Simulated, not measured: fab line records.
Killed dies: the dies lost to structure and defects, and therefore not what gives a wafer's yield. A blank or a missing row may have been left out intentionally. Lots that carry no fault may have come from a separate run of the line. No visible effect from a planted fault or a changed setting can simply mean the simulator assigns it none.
Chamber matching / flow gf180mcu / 3 sister chambers for GF_V1_STRIP_19 on wet bench-02
The step strips in post etch residue remover, time 1200 s. 3 wafers are shown with their chamber, then 7 later ones without.

== EACH WAFER AND ITS CHAMBER ==
wafer=L762.4; chamber=3; bath guard temp C (C)=72.7
wafer=L774.6; chamber=0; bath guard temp C (C)=71.9
wafer=L775.3; chamber=1; bath guard temp C (C)=72.1

== WAFERS WHOSE CHAMBER IS MISSING ==
wafer=L775.6; bath guard temp C (C)=71.7
wafer=L776.1; bath guard temp C (C)=71.6
wafer=L776.2; bath guard temp C (C)=71.6
wafer=L776.5; bath guard temp C (C)=72.2
wafer=L777.1; bath guard temp C (C)=71.6
wafer=L777.5; bath guard temp C (C)=71.8
wafer=L777.6; bath guard temp C (C)=72.0

== EACH ONE'S CHAMBER ==
wafer=L775.6; from the rows above=can't be placed: 0 or 1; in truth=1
wafer=L776.1; from the rows above=can't be placed: 0 or 1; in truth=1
wafer=L776.2; from the rows above=can't be placed: 0 or 1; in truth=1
wafer=L776.5; from the rows above=can't be placed: 1 or 0 or 3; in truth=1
wafer=L777.1; from the rows above=can't be placed: 0 or 1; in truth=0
wafer=L777.5; from the rows above=can't be placed: 0 or 1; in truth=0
wafer=L777.6; from the rows above=can't be placed: 0 or 1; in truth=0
Correctly placed: 0 of 7. Not placeable from these rows: 7 (in 7, the candidates include the true chamber). Number placed wrongly: 0.
How it was worked out, from the rows above alone: a wafer's distance from a chamber is the root of the sum, over the readings, of the square of ((its reading less the chamber's mean) divided by the reading's scatter). If the next closest chamber is less than 2 further off than the closest, the wafer can't be placed; otherwise it belongs to the closest. For every chamber, the mean is computed from those of its wafers that are shown. The scatter (one wafer shown for each chamber): square how far every hidden wafer sits from the nearest shown wafer, average those squares and take the square root.
